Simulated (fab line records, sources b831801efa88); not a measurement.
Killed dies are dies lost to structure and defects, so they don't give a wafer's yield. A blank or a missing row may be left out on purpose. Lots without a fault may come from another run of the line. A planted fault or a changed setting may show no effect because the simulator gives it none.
fab line records | flow gf180mcu
record lots=6 wafers=18 last_day=34
route steps=602 shown NWELL@51 LVPWELL@54 MVSD@66 MVPSD@78 VT_IMPLANT@90
lots that met no fault: from a run of the same line without faults
start_h: hours from the record's first day to the start of the lot's first wafer shown | wait_h: hours since the lot's step before | " the same as in the row above | L1.1+2: a row that stands for several wafers | - no value, or no start given | * or withheld: withheld | < > ~ a bound
route shown NAME@n: a module of which the file shows steps, and the number in the route of the first | usual: mean/standard deviation of fault-free wafers | same: alike in all rows | chamber/n: place in a boat | sites: the reading at each site | _std_site: their standard deviation | _edge_site: outer sites' mean less inner sites' | radius_mm: how far each site lies from the wafer's centre | mask NAME#n: copy n | behind: the tool/chamber that last shaped the wafer | hold: why the lot was held/for how many hours/how that ended | device: the transistor (n, p or np) that didn't switch | end of line: the same wafers' tests at the end of the route | a step without rows: its recipe alone | killed: dies lost to structure and defects at the first sort, not the wafer's yield | map: a wafer's dies, x killed, . not, _ none there
set.NAME: the setting as run; set.NAME@STEP: as run at that earlier step | model.NAME: the simulator's own value behind a step, which no gauge read
lots at some steps of the route; a table a step, a row a wafer
services: from which hour (start_h, from the record's first day; less than 0 if before it) a tool's chamber was out of use, for how many hours, and why
## steps
# step GF_NWELL_IMPLANT_09
# recipe species=P energy_kev=160 dose_cm2=4e+12 tilt_deg=0
# step GF_NWELL_STRIP_10
# recipe chemistry=O2/N2 power_w=1400 pressure_mtorr=1500 platen_temp_c=250 o2_flow_sccm=3000 n2_flow_sccm=300 overash_fraction=0.5
# usual drypump_motor_current_A=5.4/0.5 heater_power_w=342/39 oes_product_au=0.723/0.005 strip_time_to_endpoint_s=37.41/0.098
# same overash_fraction=0.5
# columns lot.wafer tool chamber start_h wait_h drypump_motor_current_A heater_power_w oes_product_au rf_hours_counter_h strip_time_to_endpoint_s
L534.2 plasma_asher-01 1 83.87 0.1 4.9 336 0.718 41 37.32
L534.4 " 1 " " 4.9 334 0.724 - 37.45
L534.5 " 1 " " 4.9 339 0.726 - 37.40
L538.2 plasma_asher-04 0 104.27 0.1 4.6 321 0.729 49 37.29
L538.4 " 0 " " 4.6 311 0.724 - 37.42
L538.6 " 0 " " 4.6 312 0.726 - 37.32
L539.1 plasma_asher-03 1 109.27 0.1 5.9 298 0.723 25 37.37
L539.2 " 0 " " 5.0 344 0.724 25 37.34
L539.4 " 0 " " 5.0 341 0.728 - 37.36
L546.1 plasma_asher-01 1 148.30 0.1 4.9 329 0.724 49 37.23
L546.2 " 0 " " 5.9 373 0.719 49 37.28
L546.5 " 1 " " 4.9 340 0.726 - 37.30
L548.1 plasma_asher-01 0 159.02 0.1 5.9 384 0.720 50 37.54
L548.3 " 1 " " 4.9 342 0.721 - 37.54
L548.4 " 0 " " 5.9 380 0.726 - 37.50
L552.4 plasma_asher-03 0 182.38 0.1 4.9 342 0.714 - 37.41
L552.5 " 1 " " 5.8 294 0.727 - 37.43
L552.6 " 0 " " 5.0 354 0.731 - 37.42
# step GF_NWELL_TW_MEAS_11
# usual NWELL_TW=1580/9.9
# columns lot.wafer tool chamber start_h wait_h NWELL_TW
L534.2 film_metro-02 - 83.98 0.1 1592
L534.4 " - " " 1598
L534.5 " - " " 1589
L538.2 film_metro-04 - 104.38 0.1 1559
L538.4 " - " " 1566
L538.6 " - " " 1570
L539.1 film_metro-01 - 109.37 0.1 1585
L539.2 " - " " 1584
L539.4 " - " " 1586
L546.1 film_metro-01 - 148.40 0.1 1577
L546.2 " - " " 1586
L546.5 " - " " 1590
L548.1 film_metro-01 - 159.12 0.1 1567
L548.3 " - " " 1577
L548.4 " - " " 1576
L552.4 film_metro-02 - 182.48 0.1 1575
L552.5 " - " " 1588
L552.6 " - " " 1584
# step GF_LVPWELL_DEHYDRATE_00
# recipe temp_c=200 time_s=60
# step GF_LVPWELL_HMDS_01
# recipe prime_time_s=60 prime_temp_c=120
# step GF_LVPWELL_COAT_02
# recipe spin_rpm=2000 resist_thk_nm=3000
# step GF_LVPWELL_SOFTBAKE_03
# recipe temp_c=110 time_s=withheld
# step GF_LVPWELL_EXPOSE_04
# recipe mask_id=LVPWELL target_cd_nm=600 na=0.6 source_shape=conventional sigma_outer=0.6 dose_mj=260
# step GF_LVPWELL_PEB_05
# recipe temp_c=115 time_s=withheld
# step GF_LVPWELL_DEVELOP_06
# recipe wall_angle_deg=90 develop_time_s=60 dev_temp_c=23
# step GF_LVPWELL_OVL_MEAS_07
# usual LVPWELL_OVL=-1.3/1.3
# columns lot.wafer tool chamber start_h wait_h LVPWELL_OVL[nm]
L534.2 overlay-02 - 97.18 - -1.9
L534.4 " - " " -0.7
L534.5 " - " " -3.2
L538.2 overlay-02 - 118.59 - -3.8
L538.4 " - " " -3.0
L538.6 " - " " -3.7
L539.1 overlay-02 - 124.22 - -0.3
L539.2 " - " " -3.5
L539.4 " - " " -1.3
L546.1 overlay-01 - 164.07 - -2.1
L546.2 " - " " 0.5
L546.5 " - " " -0.3
L548.1 overlay-01 - 175.62 - 0.3
L548.3 " - " " -0.6
L548.4 " - " " 1.2
L552.4 overlay-01 - 198.35 - -0.5
L552.5 " - " " -1.2
L552.6 " - " " -1.5
# step GF_LVPWELL_IMPLANT_08
# recipe species=B energy_kev=170 dose_cm2=1.5e+13 tilt_deg=0
# step GF_LVPWELL_IMPLANT_09
# recipe species=B energy_kev=60 dose_cm2=5e+12 tilt_deg=0
# usual beam_energy_keV=59.999/0.018 beam_on_s=9.98/0.2 faraday_current_uA=28.3/0.56 implant_ion_amu=11/0
# columns lot.wafer tool chamber start_h wait_h beam_energy_keV beam_on_s faraday_current_uA implant_ion_amu
L534.2 implanter-04 0 97.38 0.1 60.027 10.19 27.6 11
L534.4 " 0 " " 59.992 10.00 28.3 11
L534.5 " 0 " " 60.011 9.79 28.8 11
L538.2 implanter-04 - 118.80 0.1 - - - -
L538.4 " - " " - - - -
L538.6 " - " " - - - -
L539.1 implanter-01 - 124.41 0.1 - - - -
L539.2 " - " " - - - -
L539.4 " - " " - - - -
L546.1 implanter-02 0 164.26 0.1 60.006 10.09 28.0 11
L546.2 " 0 " " 59.993 9.86 28.7 11
L546.5 " 0 " " 59.989 9.86 28.7 11
L548.1 implanter-02 0 175.80 0.1 60.021 10.27 27.4 11
L548.3 " 0 " " 60.033 10.04 28.0 11
L548.4 " 0 " " 59.976 10.15 27.8 11
L552.4 implanter-04 0 198.59 0.1 60.020 9.84 28.7 11
L552.5 " 0 " " 60.005 9.99 28.4 11
L552.6 " 0 " " 60.016 10.11 27.9 11
# step GF_LVPWELL_STRIP_10
# recipe chemistry=O2/N2 power_w=1400 pressure_mtorr=1500 platen_temp_c=250 o2_flow_sccm=3000 n2_flow_sccm=300 overash_fraction=0.5
# usual drypump_motor_current_A=5.5/0.61 heater_power_w=343/43 oes_product_au=0.723/0.0047 strip_time_to_endpoint_s=37.01/0.09
# same overash_fraction=0.5
# columns lot.wafer tool chamber start_h wait_h drypump_motor_current_A heater_power_w oes_product_au rf_hours_counter_h strip_time_to_endpoint_s
L534.2 plasma_asher-04 1 97.51 0.1 5.7 413 0.720 48 37.12
L534.4 " 0 " " 4.6 322 0.722 - 37.09
L534.5 " 1 " " 5.7 422 0.728 - 37.10
L538.2 plasma_asher-02 1 118.92 0.1 5.9 327 0.725 0 37.10
L538.4 " 1 " " 5.9 324 0.719 - 37.08
L538.6 " 1 " " 5.9 315 0.729 - 37.03
L539.1 plasma_asher-02 1 124.56 0.1 5.9 327 0.727 1 37.10
L539.2 " 0 " " 6.4 324 0.720 1 37.16
L539.4 " 0 " " 6.3 326 0.714 - 37.12
L546.1 plasma_asher-04 1 164.41 0.1 5.7 405 0.730 56 37.09
L546.2 " 0 " " 4.6 311 0.721 56 37.04
L546.5 " 1 " " 5.7 412 0.729 - 37.13
L548.1 plasma_asher-04 1 175.95 0.1 5.6 424 0.718 57 36.91
L548.3 " 1 " " 5.6 418 0.723 - 36.86
L548.4 " 0 " " 4.6 313 0.716 - 36.91
L552.4 plasma_asher-02 1 198.70 0.1 5.9 330 0.721 - 36.93
L552.5 " 1 " " 5.8 333 0.727 - 36.93
L552.6 " 0 " " 6.3 316 0.715 - 36.99
# step GF_LVPWELL_TW_MEAS_11
# usual LVPWELL_TW=561/3.8
# columns lot.wafer tool chamber start_h wait_h LVPWELL_TW
L534.2 film_metro-04 - 97.62 0.1 559
L534.4 " - " " 556
L534.5 " - " " 558
L538.2 film_metro-02 - 119.03 0.1 526
L538.4 " - " " 528
L538.6 " - " " 530
L539.1 film_metro-04 - 124.66 0.1 519
L539.2 " - " " 518
L539.4 " - " " 520
L546.1 film_metro-04 - 164.51 0.1 559
L546.2 " - " " 559
L546.5 " - " " 557
L548.1 film_metro-01 - 176.05 0.1 564
L548.3 " - " " 561
L548.4 " - " " 564
L552.4 film_metro-04 - 198.80 0.1 559
L552.5 " - " " 559
L552.6 " - " " 561
# step GF_MVSD_DEHYDRATE_00
# recipe temp_c=200 time_s=60
# step GF_MVSD_HMDS_01
# recipe prime_time_s=60 prime_temp_c=120
# step GF_MVSD_COAT_02
# recipe spin_rpm=2000 resist_thk_nm=3000
# step GF_MVSD_SOFTBAKE_03
# recipe temp_c=110 time_s=withheld
# step GF_MVSD_EXPOSE_04
# recipe mask_id=MVSD target_cd_nm=1000 na=0.6 source_shape=conventional sigma_outer=0.6 dose_mj=260
# step GF_MVSD_PEB_05
# recipe temp_c=115 time_s=withheld
# step GF_MVSD_DEVELOP_06
# recipe wall_angle_deg=90 develop_time_s=61.22 dev_temp_c=23
# step GF_MVSD_OVL_MEAS_07
# usual MVSD_OVL=-0.7/1.4
# columns lot.wafer tool chamber start_h wait_h MVSD_OVL[nm]
L534.2 overlay-01 - 111.73 - 1.3
L534.4 " - " " 1.4
L534.5 " - " " 0.7
L538.2 overlay-01 - 133.94 - -0.9
L538.4 " - " " -0.7
L538.6 " - " " 0.2
L539.1 overlay-01 - 139.53 - -3.1
L539.2 " - " " -1.7
L539.4 " - " " -2.9
L546.1 overlay-01 - 180.74 - 0.6
L546.2 " - " " 0.1
L546.5 " - " " -0.7
L548.1 overlay-01 - 192.63 - -2.0
L548.3 " - " " -2.6
L548.4 " - " " -2.5
L552.4 overlay-01 - 216.35 - 0.0
L552.5 " - " " -0.7
L552.6 " - " " -2.5
# step GF_MVSD_IMPLANT_08
# recipe species=P energy_kev=400 dose_cm2=1.6e+13 tilt_deg=0
# step GF_MVSD_IMPLANT_09
# recipe species=P energy_kev=100 dose_cm2=5e+12 tilt_deg=0
# step GF_MVSD_STRIP_10
# recipe chemistry=O2/N2 power_w=1400 pressure_mtorr=1500 platen_temp_c=250 o2_flow_sccm=3000 n2_flow_sccm=300 overash_fraction=0.5
# usual drypump_motor_current_A=5.5/0.59 heater_power_w=350/35 oes_product_au=0.722/0.0046 strip_time_to_endpoint_s=37.00/0.083
# same overash_fraction=0.5
# columns lot.wafer tool chamber start_h wait_h drypump_motor_current_A heater_power_w oes_product_au rf_hours_counter_h strip_time_to_endpoint_s
L534.2 plasma_asher-01 1 112.06 0.1 4.9 335 0.730 44 37.06
L534.4 " 0 " " 5.9 370 0.725 - 36.98
L534.5 " 1 " " 4.9 336 0.716 - 37.15
L538.2 plasma_asher-01 1 134.27 0.1 4.9 334 0.719 47 36.87
L538.4 " 1 " " 4.9 331 0.724 - 36.89
L538.6 " 1 " " 4.9 341 0.720 - 36.92
L539.1 plasma_asher-01 1 139.87 0.1 4.9 352 0.724 48 36.90
L539.2 " 0 " " 5.9 381 0.722 48 36.96
L539.4 " 1 " " 4.9 340 0.720 - 36.94
L546.1 plasma_asher-01 1 181.07 0.1 4.9 339 0.714 52 37.08
L546.2 " 0 " " 5.9 371 0.715 52 37.01
L546.5 " 0 " " 5.9 383 0.720 - 37.13
L548.1 plasma_asher-04 0 192.97 0.1 4.6 314 0.717 58 36.97
L548.3 " 0 " " 4.6 310 0.737 - 37.00
L548.4 " 1 " " 5.7 409 0.718 - 36.97
L552.4 plasma_asher-04 0 216.71 0.1 4.6 308 0.715 - 36.94
L552.5 " 0 " " 4.6 314 0.715 - 37.02
L552.6 " 1 " " 5.7 411 0.716 - 36.83
# step GF_MVSD_TW_MEAS_11
# usual MVSD_TW=1587/13
# columns lot.wafer tool chamber start_h wait_h MVSD_TW
L534.2 film_metro-02 - 112.17 0.1 1597
L534.4 " - " " 1595
L534.5 " - " " 1589
L538.2 film_metro-01 - 134.38 0.1 1581
L538.4 " - " " 1588
L538.6 " - " " 1592
L539.1 film_metro-02 - 139.97 0.1 1606
L539.2 " - " " 1599
L539.4 " - " " 1599
L546.1 film_metro-01 - 181.17 0.1 1591
L546.2 " - " " 1600
L546.5 " - " " 1597
L548.1 film_metro-02 - 193.07 0.1 1591
L548.3 " - " " 1600
L548.4 " - " " 1596
L552.4 film_metro-02 - 216.80 0.1 1619
L552.5 " - " " 1613
L552.6 " - " " 1605
# step GF_MVPSD_DEHYDRATE_00
# recipe temp_c=200 time_s=60
# step GF_MVPSD_HMDS_01
# recipe prime_time_s=60 prime_temp_c=120
# step GF_MVPSD_COAT_02
# recipe spin_rpm=2000 resist_thk_nm=3000
# step GF_MVPSD_SOFTBAKE_03
# recipe temp_c=110 time_s=withheld
# step GF_MVPSD_EXPOSE_04
# recipe mask_id=MVPSD target_cd_nm=1000 na=0.6 source_shape=conventional sigma_outer=0.6 dose_mj=260
# step GF_MVPSD_PEB_05
# recipe temp_c=115 time_s=withheld
# step GF_MVPSD_DEVELOP_06
# recipe wall_angle_deg=90 develop_time_s=60 dev_temp_c=23
# step GF_MVPSD_OVL_MEAS_07
# usual MVPSD_OVL=0.1/1.3
# columns lot.wafer tool chamber start_h wait_h MVPSD_OVL[nm]
L534.2 overlay-02 - 127.23 - -1.7
L534.4 " - " " -0.6
L534.5 " - " " -0.2
L538.2 overlay-01 - 149.38 - 0.4
L538.4 " - " " 0.8
L538.6 " - " " 1.6
L539.1 overlay-01 - 155.47 - 2.6
L539.2 " - " " 1.8
L539.4 " - " " 1.0
L546.1 overlay-02 - 197.27 - -2.9
L546.2 " - " " -0.6
L546.5 " - " " -1.8
L548.1 overlay-02 - 210.17 - 0.2
L548.3 " - " " -0.1
L548.4 " - " " -1.0
L552.4 overlay-01 - 234.84 - -1.1
L552.5 " - " " -1.0
L552.6 " - " " -0.7
# step GF_MVPSD_IMPLANT_08
# recipe species=B energy_kev=170 dose_cm2=1.5e+13 tilt_deg=0
# step GF_MVPSD_IMPLANT_09
# recipe species=B energy_kev=40 dose_cm2=5e+12 tilt_deg=0
# step GF_MVPSD_STRIP_10
# recipe chemistry=O2/N2 power_w=1400 pressure_mtorr=1500 platen_temp_c=250 o2_flow_sccm=3000 n2_flow_sccm=300 overash_fraction=0.5
# usual drypump_motor_current_A=5.6/0.52 heater_power_w=330/27 oes_product_au=0.722/0.0045 strip_time_to_endpoint_s=37.02/0.11
# same overash_fraction=0.5
# columns lot.wafer tool chamber start_h wait_h drypump_motor_current_A heater_power_w oes_product_au rf_hours_counter_h strip_time_to_endpoint_s
L534.2 plasma_asher-02 1 127.56 0.1 5.9 329 0.731 1 37.14
L534.4 " 0 " " 6.3 329 0.718 - 37.05
L534.5 " 0 " " 6.3 329 0.725 - 37.23
L538.2 plasma_asher-03 0 149.71 0.1 4.9 341 0.724 30 37.03
L538.4 " 0 " " 5.0 346 0.720 - 37.06
L538.6 " 0 " " 5.0 347 0.729 - 37.10
L539.1 plasma_asher-03 0 155.81 0.1 5.0 351 0.730 31 36.98
L539.2 " 1 " " 5.9 295 0.715 31 37.02
L539.4 " 0 " " 5.0 354 0.724 - 36.84
L546.1 plasma_asher-02 0 197.61 0.1 6.4 319 0.723 7 37.05
L546.2 " 1 " " 5.9 332 0.728 7 36.83
L546.5 " 0 " " 6.4 326 0.724 - 37.02
L548.1 plasma_asher-03 0 210.51 0.1 4.9 351 0.730 37 36.94
L548.3 " 1 " " 5.8 289 0.721 - 37.11
L548.4 " 0 " " 4.9 333 0.727 - 37.00
L552.4 plasma_asher-02 0 235.19 0.1 6.3 329 0.726 - 36.80
L552.5 " 0 " " 6.3 327 0.715 - 36.82
L552.6 " 1 " " 5.9 320 0.716 - 36.90
# step GF_MVPSD_TW_MEAS_11
# usual MVPSD_TW=554/3.6
# columns lot.wafer tool chamber start_h wait_h MVPSD_TW
L534.2 film_metro-01 - 127.67 0.1 556
L534.4 " - " " 560
L534.5 " - " " 556
L538.2 film_metro-02 - 149.82 0.1 555
L538.4 " - " " 558
L538.6 " - " " 555
L539.1 film_metro-01 - 155.91 0.1 553
L539.2 " - " " 553
L539.4 " - " " 553
L546.1 film_metro-04 - 197.71 0.1 553
L546.2 " - " " 554
L546.5 " - " " 551
L548.1 film_metro-01 - 210.61 0.1 558
L548.3 " - " " 558
L548.4 " - " " 555
L552.4 film_metro-04 - 235.29 0.1 551
L552.5 " - " " 551
L552.6 " - " " 549
# step GF_VT_IMPLANT_DEHYDRATE_00
# recipe temp_c=200 time_s=60
# step GF_VT_IMPLANT_HMDS_01
# recipe prime_time_s=60 prime_temp_c=120
# step GF_VT_IMPLANT_COAT_02
# recipe resist=NOVOLAK spin_rpm=3000 resist_thk_nm=1000
# step GF_VT_IMPLANT_RS_MEAS_48
# recipe thk_meas_gauge=four-point-probe
# usual LVPWELL_RS=1198.2/2.8
# columns lot.wafer tool chamber start_h wait_h LVPWELL_RS[ohm/sq]
L534.2 film_metro-04 - 193.10 0.1 1197.8
L534.4 " - " " 1200.6
L534.5 " - " " 1199.9
L538.2 film_metro-01 - 217.59 0.1 1541.4
L538.4 " - " " 1535.9
L538.6 " - " " 1540.7
L539.1 film_metro-04 - 223.80 0.1 1536.9
L539.2 " - " " 1542.1
L539.4 " - " " 1541.5
L546.1 film_metro-04 - 271.63 0.1 1199.9
L546.2 " - " " 1199.9
L546.5 " - " " 1200.0
L548.1 film_metro-04 - 287.00 0.1 1197.1
L548.3 " - " " 1200.7
L548.4 " - " " 1197.8
L552.4 film_metro-01 - 313.68 0.1 1199.3
L552.5 " - " " 1203.6
L552.6 " - " " 1199.6
## services
# columns tool chamber start_h hours kind
implanter-01 - 61.11 1.3 repair
implanter-04 - 71.69 7.3 repair
plasma_asher-01 - 74.25 1.8 repair
plasma_asher-01 - 78.71 2.5 repair
plasma_asher-02 - 108.75 9.0 pm
plasma_asher-02 0 108.75 9.0 vent_cycle
plasma_asher-02 1 108.75 9.0 vent_cycle
plasma_asher-02 0 117.75 - clean
plasma_asher-02 1 117.75 - clean
implanter-02 - 118.24 8.6 pm
plasma_asher-02 - 135.41 7.3 repair
plasma_asher-02 - 142.75 2.8 pm
plasma_asher-03 - 145.94 1.1 repair
implanter-01 - 165.43 7.9 pm
implanter-04 - 176.52 9.5 pm
implanter-01 - 180.01 4.0 repair
implanter-01 - 183.97 6.8 pm
implanter-04 - 194.07 2.7 repair
plasma_asher-01 - 198.46 15.6 pm
implanter-01 - 202.67 2.8 repair
plasma_asher-02 - 208.41 3.9 pm
implanter-01 - 210.05 47.7 pm
plasma_asher-01 - 218.69 1.0 repair
## key
first_sign step=GF_LVPWELL_IMPLANT_09 reading=tool_record direction=missing
effect step=GF_LVPWELL_TW_MEAS_11 reading=LVPWELL_TW direction=down sigmas=9.8 usual=561 struck=524
effect step=GF_VT_IMPLANT_RS_MEAS_48 reading=LVPWELL_RS direction=up sigmas=99+ usual=1198.2 struck=1539.8
met_at GF_LVPWELL_IMPLANT_09
struck_wafers L538.2,L538.4,L538.6,L539.1,L539.2,L539.4
later_rows_left_out L538.2,L538.4,L538.6,L539.1,L539.2,L539.4
sort_left_out L538.2,L538.4,L538.6,L539.1,L539.2,L539.4
tester_left_out L538,L539
onset_between 97.38 118.80
fault kind=skipped_step_whole tool=implanter-01,implanter-04 chamber=- onset_h=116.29 steps=GF_LVPWELL_IMPLANT_09 scope=struck_lots_only
# tester_left_out: of these lots the tester's yield and bins aren't shown, on N5 and GAA mostly nor the transistor test; their killed dies are dies lost to structure and defects alone, not to doping, threshold or leakage, so they don't give the yield
# sort_left_out: the simulated sort isn't trusted on such a fault, so these wafers' sort isn't shown, and their yield isn't known
# later_rows_left_out: the simulator's readings of these wafers behind a module that went badly wrong aren't trusted and aren't shown, but for the sort
